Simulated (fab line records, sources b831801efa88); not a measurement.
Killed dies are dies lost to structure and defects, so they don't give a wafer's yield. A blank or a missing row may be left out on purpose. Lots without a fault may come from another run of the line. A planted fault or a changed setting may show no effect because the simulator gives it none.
One fault seen from 2 desks | flow gf180mcu | each desk has only its own numbers; what lay behind them comes last

THE TOOL OWNER'S DESK: rtp_anneal-01
The tool's own readings at GF_PSD_RTA_13 (time 20 s): means of the sampled wafers that have a number, for each lot that ran on this tool. A lot is out of limits, marked OUT, if its mean lies more than 4 standard deviations from the usual mean; the brackets give that distance.
Columns: A = lamp_power_pct at GF_PSD_RTA_13, usual 36 %; B = wafer_temp_C_max at GF_PSD_RTA_13, usual 1029.0
lot  | first seen here | A  | B
L568 | day 15 06:44    | 32 | 1028.1
L571 | day 16 14:58    | 32 | 1027.6
L573 | day 17 12:49    | 32 | 1029.1
L574 | day 17 18:44    | 32 | 1028.4
L579 | day 19 07:17    | 35 | 1055.9 (+24) OUT
L581 | day 19 22:53    | 35 | 1056.5 (+25) OUT
This desk's finding: out of limits on L579, L581; first on L579, day 19 07:17 (wafer_temp_C_max at GF_PSD_RTA_13). In limits: L568, L571, L573, L574.

THE METROLOGY DESK
What the gauges read, lot by lot, whatever tool the lot ran on: means of the sampled wafers that have a number. A lot is out of limits, marked OUT, if its mean lies more than 4 standard deviations from the usual mean; the brackets give that distance.
Columns: A = NSD_RS at GF_PSD_RS_MEAS_14, usual 46.17 ohm/sq; B = PSD_RS at GF_PSD_RS_MEAS_15, usual 108.6 ohm/sq; C = SAB_CVD_00_THK at GF_SAB_THK_MEAS_01, usual 49.9 nm; D = SALICIDE_TIN_THK at GF_SALICIDE_THK_MEAS_05, usual 19.92 nm
lot  | first seen here | A               | B              | C    | D
L567 | day 14 23:50    | 46.15           | 108.9          | 49.7 | 19.80
L568 | day 15 06:49    | 46.11           | 108.5          | 50.1 | 19.88
L570 | day 16 13:50    | 46.13           | 108.9          | 49.9 | 19.84
L571 | day 16 15:02    | 46.05           | 108.4          | 49.2 | 19.75
L573 | day 17 12:58    | 46.23           | 108.7          | 49.3 | 20.07
L574 | day 17 18:49    | 46.27           | 108.7          | 50.3 | 19.90
L576 | day 18 06:05    | 46.08           | 108.5          | 49.5 | 19.56
L579 | day 19 07:22    | 42.14 (-42) OUT | 97.2 (-35) OUT | 51.0 | 20.00
L581 | day 19 22:58    | 42.18 (-42) OUT | 97.8 (-33) OUT | 49.8 | 20.21
L582 | day 20 07:53    | 46.15           | 108.4          | 50.0 | 19.81
L585 | day 21 09:26    | 46.31           | 109.0          | 49.1 | 20.09
L587 | day 21 22:49    | 46.26           | 108.8          | 50.7 | 19.69
L588 | day 22 19:13    | 46.13           | 108.4          | 50.5 | 20.12
This desk's finding: out of limits on L579, L581; first on L579, day 19 07:22 (NSD_RS at GF_PSD_RS_MEAS_14). In limits: L567, L568, L570, L571, L573, L574, L576, L582, L585, L587, L588.

PUT TOGETHER
The tool owner's desk could have raised an alarm at day 19 07:17, on L579, L581.
The metrology desk could have raised an alarm at day 19 07:22, on L579, L581.
Of the lots named, all ran GF_PSD_RTA_13 on rtp_anneal-01.

WHAT THE SIMULATOR HAD PUT IN
Process parameter drift: rtp_anneal-01, from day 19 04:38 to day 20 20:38, at GF_PSD_RTA_13. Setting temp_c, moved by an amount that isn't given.
Lots struck among those shown: L579, L581.
Hours from the fault's start to each desk's first reading out of limits: the tool owner's desk, 3; the metrology desk, 3.
